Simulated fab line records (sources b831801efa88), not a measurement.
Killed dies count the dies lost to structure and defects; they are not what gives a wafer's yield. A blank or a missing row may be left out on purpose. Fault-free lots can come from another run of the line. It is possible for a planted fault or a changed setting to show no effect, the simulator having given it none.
Which tool is to blame? + flow sky130 + 11 lots, 33 wafers sampled, at 6 steps of a route of 708

WHAT THE GAUGES READ, wafer by wafer
SKY_SD_N_TW_MEAS_12. Usual: SD_N_TW typically reads 3992, with standard deviation 26.
| lot  | measured     | on            | SD_N_TW        | flag |
|------|--------------|---------------|----------------|------|
| L905 | day 28 21:17 | film metro-01 | 4010 4016 4030 |      |
| L906 | day 29 08:56 | film metro-03 | 3945 3948 3987 |      |
| L907 | day 29 13:01 | film metro-01 | 4023 4037 4035 |      |
| L910 | day 31 04:46 | film metro-04 | 3963 3967 3974 |      |
| L914 | day 32 00:21 | film metro-04 | 3965 3947 3966 |      |
| L921 | day 33 21:14 | film metro-04 | 3982 3984 3974 |      |
| L922 | day 34 05:03 | film metro-03 | 3974 3998 3983 |      |
| L923 | day 34 10:38 | film metro-04 | 4002 4013 4031 |      |
| L925 | day 34 23:25 | film metro-03 | 3998 4004 4006 |      |
| L926 | day 35 00:20 | film metro-04 | 4002 3994 4000 |      |
| L927 | day 35 08:49 | film metro-01 | 4024 4022 3991 |      |

SKY_LI_CONTACT_THK_MEAS_01. Usual: LI_CONTACT_HDPCVD_THK typically reads 946 nm, with standard deviation 11.
| lot  | measured     | on            | LI_CONTACT_HDPCVD_THK (nm) | flag |
|------|--------------|---------------|----------------------------|------|
| L905 | day 28 22:03 | film metro-04 | 943 936 936                |      |
| L906 | day 29 09:42 | film metro-03 | 941 922 937                |      |
| L907 | day 29 13:46 | film metro-04 | 947 941 953                |      |
| L910 | day 31 05:32 | film metro-04 | 942 960 945                |      |
| L914 | day 32 01:10 | film metro-04 | 952 970 963                |      |
| L921 | day 33 22:01 | film metro-03 | 968 945 956                |      |
| L922 | day 34 05:52 | film metro-01 | 959 947 955                |      |
| L923 | day 34 11:27 | film metro-03 | 919 939 943                |      |
| L925 | day 35 00:12 | film metro-01 | 936 930 934                |      |
| L926 | day 35 01:05 | film metro-01 | 954 957 958                |      |
| L927 | day 35 09:35 | film metro-01 | 951 933 961                |      |

SKY_LOCAL_INTERCONNECT_RS_MEAS_01: measures by four-point-probe. Usual: LOCAL_INTERCONNECT_TIN_RS typically reads 14.14 ohm/sq, with standard deviation 0.16.
| lot  | measured     | on            | LOCAL_INTERCONNECT_TIN_RS (ohm/sq) | flag |
|------|--------------|---------------|------------------------------------|------|
| L905 | day 30 03:07 | film metro-03 | 14.15 14.17 14.23                  |      |
| L906 | day 30 17:04 | film metro-03 | 14.17 14.26 14.07                  |      |
| L907 | day 30 20:04 | film metro-03 | 14.21 14.03 14.08                  |      |
| L910 | day 32 09:59 | film metro-04 | 14.12 14.04 13.89                  |      |
| L914 | day 33 09:28 | film metro-02 | 14.26 14.04 13.98                  |      |
| L921 | day 35 02:45 | film metro-03 | 35.59 14.61 14.29                  | OFF  |
| L922 | day 35 10:21 | film metro-02 | 13.90 13.91 14.07                  |      |
| L923 | day 35 16:14 | film metro-02 | 14.38 14.23 14.18                  |      |
| L925 | day 36 04:31 | film metro-03 | 14.15 13.95 14.09                  |      |
| L926 | day 36 05:38 | film metro-02 | 14.61 14.13 14.18                  |      |
| L927 | day 36 13:37 | film metro-02 | 14.03 14.20 14.09                  |      |

SKY_LOCAL_INTERCONNECT_THK_MEAS_02: measures by xrf. Usual: LOCAL_INTERCONNECT_TIN_THK typically reads 100.8 nm, with standard deviation 1.2.
| lot  | measured     | on            | LOCAL_INTERCONNECT_TIN_THK (nm) | flag |
|------|--------------|---------------|---------------------------------|------|
| L905 | day 30 03:14 | film metro-03 | 100.3 100.3 100.0               |      |
| L906 | day 30 17:11 | film metro-03 | 100.3 100.3 100.6               |      |
| L907 | day 30 20:10 | film metro-03 | 99.7 101.0 100.6                |      |
| L910 | day 32 10:05 | film metro-04 | 100.6 101.7 102.1               |      |
| L914 | day 33 09:34 | film metro-02 | 100.5 102.2 102.3               |      |
| L921 | day 35 02:52 | film metro-03 | 42.3 97.0 99.1                  | OFF  |
| L922 | day 35 10:27 | film metro-02 | 103.2 102.7 101.9               |      |
| L923 | day 35 16:21 | film metro-02 | 99.6 101.1 100.8                |      |
| L925 | day 36 04:37 | film metro-03 | 100.5 101.0 100.6               |      |
| L926 | day 36 05:46 | film metro-02 | 98.3 101.1 101.3                |      |
| L927 | day 36 13:44 | film metro-02 | 102.4 100.9 101.6               |      |

SKY_LOCAL_INTERCONNECT_OVL_MEAS_12. Usual: LOCAL_INTERCONNECT_OVL typically reads -1 nm, with standard deviation 5.3.
| lot  | measured     | on         | LOCAL_INTERCONNECT_OVL (nm) | flag |
|------|--------------|------------|-----------------------------|------|
| L905 | day 31 06:07 | overlay-02 | 6 -1 4                      |      |
| L906 | day 31 19:50 | overlay-01 | 1 1 4                       |      |
| L907 | day 31 23:24 | overlay-02 | -6 2 -9                     |      |
| L910 | day 33 13:54 | overlay-01 | -16 -17 -6                  |      |
| L914 | day 34 12:02 | overlay-01 | 5 -1 4                      |      |
| L921 | day 36 05:20 | overlay-01 | -5 2 -4                     |      |
| L922 | day 36 13:17 | overlay-01 | -2 -3 -3                    |      |
| L923 | day 36 18:23 | overlay-02 | 0 -4 1                      |      |
| L925 | day 37 06:05 | overlay-01 | -3 0 -4                     |      |
| L926 | day 37 07:44 | overlay-01 | -8 1 6                      |      |
| L927 | day 37 15:27 | overlay-02 | -1 3 -5                     |      |

EACH LOT AND THE TOOL THAT RAN IT (in order: tool; ch and the chambers of the sampled wafers; start)
| lot  | SKY_LOCAL_INTERCONNECT_SPUTTER_00 |
|------|-----------------------------------|
| L905 | pvd sputter-03, day 30 03:03      |
| L906 | pvd sputter-04, day 30 17:00      |
| L907 | pvd sputter-03, day 30 19:59      |
| L910 | pvd sputter-04, day 32 09:54      |
| L914 | pvd sputter-02, day 33 09:23      |
| L921 | pvd sputter-02, day 35 02:40      |
| L922 | pvd sputter-04, day 35 10:15      |
| L923 | pvd sputter-03, day 35 16:10      |
| L925 | pvd sputter-03, day 36 04:26      |
| L926 | pvd sputter-03, day 36 05:35      |
| L927 | pvd sputter-03, day 36 13:33      |
- SKY_LOCAL_INTERCONNECT_SPUTTER_00: material TiN, target thk 100 nm, time 83.3 s.

AS READ BY THE TOOLS THEMSELVES (means over the sampled wafers that have a number; for cases with no such wafer, the mark the record gives instead)
SKY_LOCAL_INTERCONNECT_SPUTTER_00. Usual: throttle valve pct at 29.9 %, with a standard deviation of 1.1.
| lot  | tool           | throttle valve pct (%) | flag |
|------|----------------|------------------------|------|
| L905 | pvd sputter-03 | 29.7                   |      |
| L906 | pvd sputter-04 | 30.6                   |      |
| L907 | pvd sputter-03 | 29.8                   |      |
| L910 | pvd sputter-04 | 30.5                   |      |
| L914 | pvd sputter-02 | 29.6                   |      |
| L921 | pvd sputter-02 | 29.3                   |      |
| L922 | pvd sputter-04 | 31.2                   |      |
| L923 | pvd sputter-03 | 29.8                   |      |
| L925 | pvd sputter-03 | 29.1                   |      |
| L926 | pvd sputter-03 | 29.8                   |      |
| L927 | pvd sputter-03 | 28.5                   |      |

THE ANSWER, worked out from the rows above alone
Rule: take the mean of a lot's wafers that have a number; if it is more than 3 standard deviations from the usual mean, the lot is off. Also off: a lot with no number at a reading for which 4 or more lots have one. Where the step has rows for the other lots, those lots are counted as sound. First the gauges in route order, then the tools' own readings, where a lot's mean is used as printed above. At the first step where some lot is off, the reading lying furthest off is the one used; lots without a number count as furthest.
Off: L921, seen at SKY_LOCAL_INTERCONNECT_RS_MEAS_01 (LOCAL_INTERCONNECT_TIN_RS).
If a tool, at a process step before that reading, ran all the lots that are off and no sound lot after the first of them, it fits. Those tools and the gauges at SKY_LOCAL_INTERCONNECT_RS_MEAS_01 are tried in the same way. One candidate fits, namely pvd sputter-02 at SKY_LOCAL_INTERCONNECT_SPUTTER_00. A fault onset in the window from L914 (day 33 09:23, its last sound lot) to L921 (day 35 02:40, its first lot off) fits.

WHAT WAS PUT IN BY THE SIMULATOR
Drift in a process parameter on pvd sputter-02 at SKY_LOCAL_INTERCONNECT_SPUTTER_00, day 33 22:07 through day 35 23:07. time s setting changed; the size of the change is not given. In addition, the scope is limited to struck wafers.
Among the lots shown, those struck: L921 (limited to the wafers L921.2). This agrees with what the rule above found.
